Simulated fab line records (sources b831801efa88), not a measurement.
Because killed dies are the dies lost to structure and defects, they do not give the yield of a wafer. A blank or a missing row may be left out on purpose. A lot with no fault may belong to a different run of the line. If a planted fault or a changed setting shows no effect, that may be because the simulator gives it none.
What tool caused it? | flow gf180mcu | 12 lots with 36 wafers sampled at 5 steps, on a route of 602 steps

== WHAT EACH GAUGE READ, for each wafer ==
GF_VT_IMPLANT_OVL_MEAS_07. Usual: for VT_IMPLANT_OVL the level is -1.2 nm and the standard deviation is 1.4.
lot  | measured     | on         | VT_IMPLANT_OVL (nm) | flag
L323 | day 5 13:05  | overlay-01 | 1.0 1.3 3.8         | 
L324 | day 5 20:56  | overlay-01 | -0.8 -0.9 -2.6      | 
L325 | day 6 02:47  | overlay-02 | -0.7 2.2 2.4        | 
L326 | day 6 07:32  | overlay-02 | -2.2 -2.0 -1.4      | 
L327 | day 6 15:11  | overlay-01 | -0.7 -1.8 -2.1      | 
L328 | day 6 20:53  | overlay-02 | -3.0 -2.7 -2.5      | 
L335 | day 8 17:53  | overlay-02 | -1.8 0.0 -1.8       | 
L336 | day 8 22:08  | overlay-01 | 0.4 0.0 0.9         | 
L339 | day 9 16:41  | overlay-01 | -2.1 0.1 -0.4       | 
L340 | day 10 00:40 | overlay-01 | -2.5 -0.8 -2.3      | 
L342 | day 10 12:16 | overlay-02 | -2.7 -2.5 -2.0      | 
L343 | day 10 19:50 | overlay-02 | -1.5 -1.5 -1.6      | 

GF_VT_IMPLANT_RS_MEAS_48: measures by four-point-probe. Usual: for LVPWELL_RS the level is 1196.2 ohm/sq and the standard deviation is 2.6.
lot  | measured     | on           | LVPWELL_RS (ohm/sq)  | flag
L323 | day 7 12:07  | filmMetro-04 | 1195.1 1199.1 1197.4 | 
L324 | day 7 21:04  | filmMetro-03 | 1192.8 1193.1 1191.2 | 
L325 | day 8 02:37  | filmMetro-01 | 1196.2 1197.5 1195.0 | 
L326 | day 8 08:16  | filmMetro-03 | 1195.4 1199.8 1198.2 | 
L327 | day 8 15:28  | filmMetro-03 | 1198.0 1196.0 1197.5 | 
L328 | day 8 22:08  | filmMetro-03 | 1194.8 1196.2 1197.4 | 
L335 | day 10 23:52 | filmMetro-04 | 1185.7 1183.2 1182.9 | OFF
L336 | day 11 02:46 | filmMetro-01 | 1177.8 1178.0 1179.0 | OFF
L339 | day 11 23:35 | filmMetro-03 | 1186.8 1182.5 1184.9 | OFF
L340 | day 12 08:19 | filmMetro-03 | 1194.6 1193.0 1191.9 | 
L342 | day 12 22:01 | filmMetro-01 | 1192.1 1193.8 1190.4 | 
L343 | day 13 05:53 | filmMetro-03 | 1199.9 1196.0 1199.3 | 

== TOOL THAT RAN EACH LOT (tool first, then ch and the chambers of the sampled wafers, then the start) ==
lot  | GF_LVPWELL_IMPLANT_08          | GF_VT_IMPLANT_STRIP_20              | GF_VT_IMPLANT_STRIP_31
L323 | implanter-04 ch 0, day 3 20:20 | plasmaAsher-03 ch 0,1, day 6 04:16  | plasmaAsher-01 ch 0,1, day 6 19:31
L324 | implanter-01 ch 0, day 4 02:05 | plasmaAsher-03 ch 0,1, day 6 12:52  | plasmaAsher-01 ch 0,1, day 7 04:13
L325 | implanter-01 ch 0, day 4 07:58 | plasmaAsher-02 ch 0,1, day 6 18:19  | plasmaAsher-02 ch 0,1, day 7 10:01
L326 | implanter-04 ch 0, day 4 11:46 | plasmaAsher-03 ch 0,1, day 6 23:01  | plasmaAsher-02 ch 0,1, day 7 15:13
L327 | implanter-03 ch 0, day 4 18:34 | plasmaAsher-01 ch 0,1, day 7 06:52  | plasmaAsher-02 ch 0,1, day 7 22:43
L328 | implanter-04 ch 0, day 5 00:17 | plasmaAsher-01 ch 0,1, day 7 13:01  | plasmaAsher-02 ch 0,1, day 8 04:52
L335 | implanter-04 ch 0, day 6 16:52 | plasmaAsher-02 ch 0,1, day 9 11:34  | plasmaAsher-03 ch 0,1, day 10 05:01
L336 | implanter-04 ch 0, day 6 19:58 | plasmaAsher-01 ch 0,1, day 9 14:52  | plasmaAsher-03 ch 0,1, day 10 08:49
L339 | implanter-04 ch 0, day 7 15:08 | plasmaAsher-02 ch 0,1, day 10 10:10 | plasmaAsher-02 ch 0, day 11 04:25
L340 | implanter-01 ch 0, day 7 21:40 | plasmaAsher-02 ch 0,1, day 10 18:49 | plasmaAsher-03 ch 0,1, day 11 13:22
L342 | implanter-01 ch 0, day 8 08:26 | plasmaAsher-01 ch 0,1, day 11 07:01 | plasmaAsher-03 ch 0,1, day 12 01:40
L343 | implanter-03 ch 0, day 8 15:44 | plasmaAsher-02 ch 0,1, day 11 14:07 | plasmaAsher-03 ch 0,1, day 12 09:37
- GF_LVPWELL_IMPLANT_08
- GF_VT_IMPLANT_STRIP_20: strips in O2/N2.
- GF_VT_IMPLANT_STRIP_31: strips in O2/N2.

== AS READ BY THE TOOLS THEMSELVES (means over the sampled wafers that have a number; for cases with no such wafer, the mark the record gives instead) ==
GF_LVPWELL_IMPLANT_08. Usual: beamOnS 10.03 s, standard deviation 0.21; doseIonsCm2 1.5e+13, standard deviation 1.6e+10.
lot  | tool         | beamOnS (s) | doseIonsCm2 | flag
L323 | implanter-04 | 9.88        | 1.5e+13     | 
L324 | implanter-01 | 9.82        | 1.5e+13     | 
L325 | implanter-01 | 9.90        | 1.5e+13     | 
L326 | implanter-04 | 9.94        | 1.5e+13     | 
L327 | implanter-03 | 10.07       | 1.5e+13     | 
L328 | implanter-04 | 9.98        | 1.5e+13     | 
L335 | implanter-04 | 9.99        | 1.5e+13     | 
L336 | implanter-04 | 9.95        | 1.5e+13     | 
L339 | implanter-04 | 10.19       | 1.5e+13     | 
L340 | implanter-01 | 10.10       | 1.5e+13     | 
L342 | implanter-01 | 9.87        | 1.5e+13     | 
L343 | implanter-03 | 9.96        | 1.5e+13     | 

GF_VT_IMPLANT_STRIP_20. Usual: drypumpMotorCurrentA 5.8 A, standard deviation 0.5; heaterPowerW 327 W, standard deviation 55; oesProductAu 0.716 a.u., standard deviation 0.0047; stripTimeToEndpointS 12.61 s, standard deviation 0.036.
lot  | tool           | drypumpMotorCurrentA (A) | heaterPowerW (W) | oesProductAu (a.u.) | stripTimeToEndpointS (s) | flag
L323 | plasmaAsher-03 | 5.1                      | 320              | 0.721               | 12.64                    | 
L324 | plasmaAsher-03 | 5.4                      | 312              | 0.723               | 12.66                    | 
L325 | plasmaAsher-02 | 6.0                      | 379              | 0.718               | 12.62                    | 
L326 | plasmaAsher-03 | 5.4                      | 313              | 0.713               | 12.60                    | 
L327 | plasmaAsher-01 | 6.3                      | 269              | 0.714               | 12.63                    | 
L328 | plasmaAsher-01 | 6.1                      | 297              | 0.715               | 12.62                    | 
L335 | plasmaAsher-02 | 5.6                      | 349              | 0.720               | 12.59                    | 
L336 | plasmaAsher-01 | 6.1                      | 294              | 0.717               | 12.60                    | 
L339 | plasmaAsher-02 | 5.9                      | 377              | 0.717               | 12.57                    | 
L340 | plasmaAsher-02 | 6.0                      | 386              | 0.718               | 12.62                    | 
L342 | plasmaAsher-01 | 6.1                      | 296              | 0.721               | 12.68                    | 
L343 | plasmaAsher-02 | 5.6                      | 343              | 0.717               | 12.57                    | 

GF_VT_IMPLANT_STRIP_31. Usual: drypumpMotorCurrentA 5.8 A, standard deviation 0.51; heaterPowerW 322 W, standard deviation 54; oesProductAu 0.716 a.u., standard deviation 0.0041; stripTimeToEndpointS 12.62 s, standard deviation 0.035.
lot  | tool           | drypumpMotorCurrentA (A) | heaterPowerW (W) | oesProductAu (a.u.) | stripTimeToEndpointS (s) | flag
L323 | plasmaAsher-01 | 6.1                      | 294              | 0.716               | 12.64                    | 
L324 | plasmaAsher-01 | 6.1                      | 292              | 0.716               | 12.59                    | 
L325 | plasmaAsher-02 | 5.6                      | 350              | 0.714               | 12.62                    | 
L326 | plasmaAsher-02 | 6.0                      | 384              | 0.717               | 12.65                    | 
L327 | plasmaAsher-02 | 5.9                      | 379              | 0.718               | 12.61                    | 
L328 | plasmaAsher-02 | 6.0                      | 384              | 0.717               | 12.66                    | 
L335 | plasmaAsher-03 | 5.1                      | 323              | 0.715               | 12.65                    | 
L336 | plasmaAsher-03 | 5.2                      | 320              | 0.718               | 12.64                    | 
L339 | plasmaAsher-02 | 5.3                      | 307              | 0.716               | 12.58                    | 
L340 | plasmaAsher-03 | 5.2                      | 321              | 0.715               | 12.59                    | 
L342 | plasmaAsher-03 | 5.4                      | 319              | 0.716               | 12.63                    | 
L343 | plasmaAsher-03 | 5.1                      | 315              | 0.717               | 12.62                    | 

== THE ANSWER, worked out from the rows above alone ==
Rule: a lot counts as off when the mean over its wafers that have a number is more than 3 standard deviations away from the usual mean. Also off: a lot with no number at a reading for which 4 or more lots have one. All remaining lots with rows at the step are treated as sound. Order of review: gauges by route order, followed by the tools' own readings, for which a lot's mean as printed above is used. At the first step where some lot is off, the reading lying furthest off is the one used; lots without a number count as furthest.
Off: at GF_VT_IMPLANT_RS_MEAS_48 (LVPWELL_RS), L335, L336, L339.
A tool fits if, at a process step before that reading, it ran every lot that is off, and no sound lot after the first of them. Gauges at GF_VT_IMPLANT_RS_MEAS_48: tried the same way as those tools. One candidate fits, namely implanter-04 at GF_LVPWELL_IMPLANT_08. A fault onset in the window from L328 (day 5 00:17, its last sound lot) to L335 (day 6 16:52, its first lot off) fits.

== WHAT THE SIMULATOR PUT IN ==
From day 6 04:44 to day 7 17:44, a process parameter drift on implanter-04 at GF_LVPWELL_IMPLANT_08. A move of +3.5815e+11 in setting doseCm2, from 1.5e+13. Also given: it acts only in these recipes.
Struck lots among those shown: L335, L336, L339. The rule above found the same.
